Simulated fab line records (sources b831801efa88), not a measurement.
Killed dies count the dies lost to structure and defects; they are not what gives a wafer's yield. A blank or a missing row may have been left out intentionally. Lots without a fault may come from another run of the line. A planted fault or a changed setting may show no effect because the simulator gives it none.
Which tool is to blame?	flow gf180mcu	7 lots, 21 wafers sampled, at 3 steps of a route of 602

## WHAT EACH GAUGE READ, for each wafer
GF_LVPWELL_TW_MEAS_11.
lot	measured	on	LVPWELL_TW
L123	day 4 07:49	filmMetro-02	555 555 552
L125	day 4 15:46	filmMetro-02	551 554 553
L128	day 5 09:52	filmMetro-01	562 564 562
L130	day 5 18:53	filmMetro-02	557 553 556
L132	day 6 06:54	filmMetro-02	555 556 555
L134	day 6 18:42	filmMetro-03	547 549 546
L140	day 8 01:59	filmMetro-03	30 30 29

## EACH LOT AND THE TOOL THAT RAN IT (in order: tool; ch and the chambers of the sampled wafers; start)
lot	GF_NWELL_STRIP_10	GF_LVPWELL_STRIP_10
L123	plasmaAsher-01 ch 0,1, day 3 17:26	plasmaAsher-04 ch 0,1, day 4 07:42
L125	plasmaAsher-01 ch 0,1, day 4 01:52	plasmaAsher-04 ch 0,1, day 4 15:40
L128	plasmaAsher-01 ch 0,1, day 4 19:06	plasmaAsher-01 ch 1, day 5 09:46
L130	plasmaAsher-03 ch 0,1, day 5 04:03	plasmaAsher-01 ch 0,1, day 5 18:47
L132	plasmaAsher-01 ch 0,1, day 5 15:45	plasmaAsher-04 ch 0,1, day 6 06:48
L134	plasmaAsher-01 ch 0,1, day 6 02:50	plasmaAsher-02 ch 0,1, day 6 18:36
L140	plasmaAsher-02 ch 0,1, day 7 09:56	plasmaAsher-02 ch 0,1, day 8 01:53
- GF_NWELL_STRIP_10: strips in O2/N2.
- GF_LVPWELL_STRIP_10: strips in O2/N2.

## THE ANSWER, worked out from the rows above alone
Rule: the lots themselves supply what counts as usual. The widest of any qualifying gaps counts: lots, ordered by their means at a reading, are off when they make up no more than a third of the lots, leave a main group of 4 or more, and stand apart from it by 3 or more times the standard deviation of that group's means. Not used: any main group whose means are identical at the precision the tables above print for the reading. A lot without any number at a reading at which 4 lots or more have one is off too. The other lots that the step has rows for count as sound.
Off: L140, at GF_LVPWELL_TW_MEAS_11 (LVPWELL_TW). For the main group the mean is 555 and the standard deviation 4.5.
A tool fits if, at a process step before that reading, it ran every lot that is off, and no sound lot after the first of them. The gauges at GF_LVPWELL_TW_MEAS_11 are tried like those tools. Can't be told from this: 2 tools fit, plasmaAsher-02 at GF_NWELL_STRIP_10 and GF_LVPWELL_STRIP_10, filmMetro-03 at GF_LVPWELL_TW_MEAS_11.

## WHAT WAS PUT IN BY THE SIMULATOR
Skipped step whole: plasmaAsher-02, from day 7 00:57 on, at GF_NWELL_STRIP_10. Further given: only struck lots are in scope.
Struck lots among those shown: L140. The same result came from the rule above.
